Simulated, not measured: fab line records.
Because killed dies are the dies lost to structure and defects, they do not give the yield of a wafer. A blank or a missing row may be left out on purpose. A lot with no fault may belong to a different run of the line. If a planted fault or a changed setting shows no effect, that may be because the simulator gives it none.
A lot that was struck, set against a sound lot -- flow gf180mcu -- 43 out of 602 route steps
Sound: wafers L658.3, L658.4, L658.5. Wafers L649.1, L649.2, L649.4 were the ones struck. Last of all comes the cause.
Order at every step that has rows: each side's tool, ch and its chambers, its first start. Under that, the readings that differ: sound wafers -- struck wafers -- difference of the means -- sigmas: that difference in standard deviations of wafers without a fault.
alike: words and numbers the same on both sides, and readings whose means are apart by under 2 such deviations; not compared: readings that were withheld, readings missing a value for some wafer, numbers with overlapping values and no deviation given by the record, and bounds like >300 which may hide the same value.
The two part at a step that has a row with sigmas, a row that says differs or no value, or rows on one side only. Non-overlapping numbers with no deviation appear without sigmas and do not part them. A reading missing from all wafers of one side parts the sides only when that side holds two or more wafers.

GF_MVSD_STRIP_10: strips in O2/N2.
  sound on plasma_asher-01 ch 0,1, day 9 04:15; struck on plasma_asher-01 ch 0,1, day 7 01:47
reading,sound,struck,difference,sigmas
strip_time_to_endpoint_s (s),36.75 36.84 36.80,37.02 37.15 36.96,+0.25,+2
  alike: chamber_pressure_mTorr, drypump_motor_current_A, heater_power_w, oes_product_au
  not compared: rf_hours_counter_h
GF_MVSD_TW_MEAS_11:
  sound: film_metro-02 at day 9 04:20; struck: film_metro-01 at day 7 01:53
  alike: MVSD_TW
then, 7 steps without rows for these wafers: GF_MVPSD_DEHYDRATE_00 (time 60 s); GF_MVPSD_HMDS_01 (prime time 60 s); GF_MVPSD_COAT_02 (resist thk 3000 nm); GF_MVPSD_SOFTBAKE_03; GF_MVPSD_EXPOSE_04 (exposes mask MVPSD, target cd 1000 nm); GF_MVPSD_PEB_05; GF_MVPSD_DEVELOP_06 (develop time 60 s).
GF_MVPSD_OVL_MEAS_07:
  sound: overlay-02 at day 9 21:04; struck: overlay-01 at day 7 17:09
  alike: MVPSD_OVL
then, 2 steps without rows for these wafers: GF_MVPSD_IMPLANT_08; GF_MVPSD_IMPLANT_09.
GF_MVPSD_STRIP_10: strips in O2/N2.
  sound on plasma_asher-01 ch 0,1, day 9 21:25; struck on plasma_asher-01 ch 0,1, day 7 17:29
  no value came back on the struck wafers for any of 5 readings (chamber_pressure_mTorr (mTorr), drypump_motor_current_A (A) and others); on the sound wafers chamber_pressure_mTorr (mTorr) reads 1500.8 1502.1 1499.4
reading,sound,struck,difference,sigmas
model.coat_of_MVPSD_COAT_02.thk_nm (nm),0 0 0,3010 3016 3015,+3014,
  not compared: rf_hours_counter_h
GF_MVPSD_TW_MEAS_11:
  sound: film_metro-02 at day 9 21:30; struck: film_metro-03 at day 7 17:35
reading,sound,struck,difference,sigmas
MVPSD_TW,550 551 553,556 561 559,+7,+2
then, 7 steps without rows for these wafers: GF_VT_IMPLANT_DEHYDRATE_00 (time 60 s); GF_VT_IMPLANT_HMDS_01 (prime time 60 s); GF_VT_IMPLANT_COAT_02 (resist thk 1000 nm); GF_VT_IMPLANT_SOFTBAKE_03 (time 60 s); GF_VT_IMPLANT_EXPOSE_04 (exposes mask LVPWELL LV AREA, target cd 600 nm); GF_VT_IMPLANT_PEB_05; GF_VT_IMPLANT_DEVELOP_06 (develop time 60 s).
GF_VT_IMPLANT_OVL_MEAS_07:
  sound: overlay-01 at day 10 15:37; struck: overlay-02 at day 8 09:00
  alike: VT_IMPLANT_OVL
then, 1 step without rows for these wafers: GF_VT_IMPLANT_IMPLANT_08.
GF_VT_IMPLANT_STRIP_09: strips in O2/N2.
  sound on plasma_asher-02 ch 0,1, day 10 15:50; struck on plasma_asher-02 ch 0,1, day 8 09:11
reading,sound,struck,difference,sigmas
oes_product_au (a.u.),0.711 0.710 0.712,0.730 0.728 0.723,+0.016,+3
strip_time_to_endpoint_s (s),12.61 12.63 12.65,57.32 57.43 57.39,+44.75,+99 or more
  alike: chamber_pressure_mTorr, drypump_motor_current_A, heater_power_w
  not compared: rf_hours_counter_h
GF_VT_IMPLANT_TW_MEAS_10:
  sound: film_metro-04 at day 10 15:55; struck: film_metro-04 at day 8 09:17
reading,sound,struck,difference,sigmas
VT_IMPLANT_TW,558 563 562,30 30 30,-531,-99 or more
then, 7 steps without rows for these wafers: GF_VT_IMPLANT_DEHYDRATE_11 (time 60 s); GF_VT_IMPLANT_HMDS_12 (prime time 60 s); GF_VT_IMPLANT_COAT_13 (resist thk 1000 nm); GF_VT_IMPLANT_SOFTBAKE_14 (time 60 s); GF_VT_IMPLANT_EXPOSE_15 (exposes mask Nwell LV AREA, target cd 860 nm); GF_VT_IMPLANT_PEB_16; GF_VT_IMPLANT_DEVELOP_17 (develop time 60 s).
GF_VT_IMPLANT_OVL_MEAS_18:
  sound: overlay-01 at day 11 10:22; struck: overlay-01 at day 9 02:04
  alike: VT_IMPLANT_01_OVL
then, 1 step without rows for these wafers: GF_VT_IMPLANT_IMPLANT_19.
GF_VT_IMPLANT_STRIP_20: strips in O2/N2.
  sound on plasma_asher-04 ch 0,1, day 11 10:35; struck on plasma_asher-03 ch 0,1, day 9 02:14
  alike: chamber_pressure_mTorr, drypump_motor_current_A, heater_power_w, oes_product_au, strip_time_to_endpoint_s
  not compared: rf_hours_counter_h
GF_VT_IMPLANT_TW_MEAS_21:
  sound: film_metro-04 at day 11 10:40; struck: film_metro-04 at day 9 02:20
  alike: VT_IMPLANT_2_TW
then, 6 steps without rows for these wafers: GF_VT_IMPLANT_DEHYDRATE_22 (time 60 s); GF_VT_IMPLANT_HMDS_23 (prime time 60 s); GF_VT_IMPLANT_COAT_24 (resist thk 1000 nm); GF_VT_IMPLANT_SOFTBAKE_25 (time 60 s); GF_VT_IMPLANT_EXPOSE_26 (exposes mask LVPWELL HV AREA, target cd 860 nm); GF_VT_IMPLANT_PEB_27.
-- the record jumps here: 10 days lie between the struck wafers' starts before and after (it left off in module VT_IMPLANT and takes up again in module SAB, whose first step shown is number 275 of the route) --
GF_SAB_ETCH_11: etches SiO2 in C4F8/O2/Ar, target depth 55 nm, time 8.5 s.
  sound on rie_diel-04 ch 2,3, day 22 01:59; struck on rie_diel-04 ch 0,1,3, day 19 03:59
reading,sound,struck,difference,sigmas
model.SAB.cd_nm (nm),415.2 417.6 417.6,421.2 421.5 420.9,+4.4,
  alike: oes_product_au
  not compared: rf_hours_counter_h

== WHERE THEY PART ==
At GF_MVSD_STRIP_10 first; at GF_VT_IMPLANT_TW_MEAS_10 last (within this record only). Later steps at which nothing parts them and some readings are alike: GF_VT_IMPLANT_OVL_MEAS_18, GF_VT_IMPLANT_STRIP_20, GF_VT_IMPLANT_TW_MEAS_21, GF_SAB_ETCH_11.

WHY: what had been put in by the simulator
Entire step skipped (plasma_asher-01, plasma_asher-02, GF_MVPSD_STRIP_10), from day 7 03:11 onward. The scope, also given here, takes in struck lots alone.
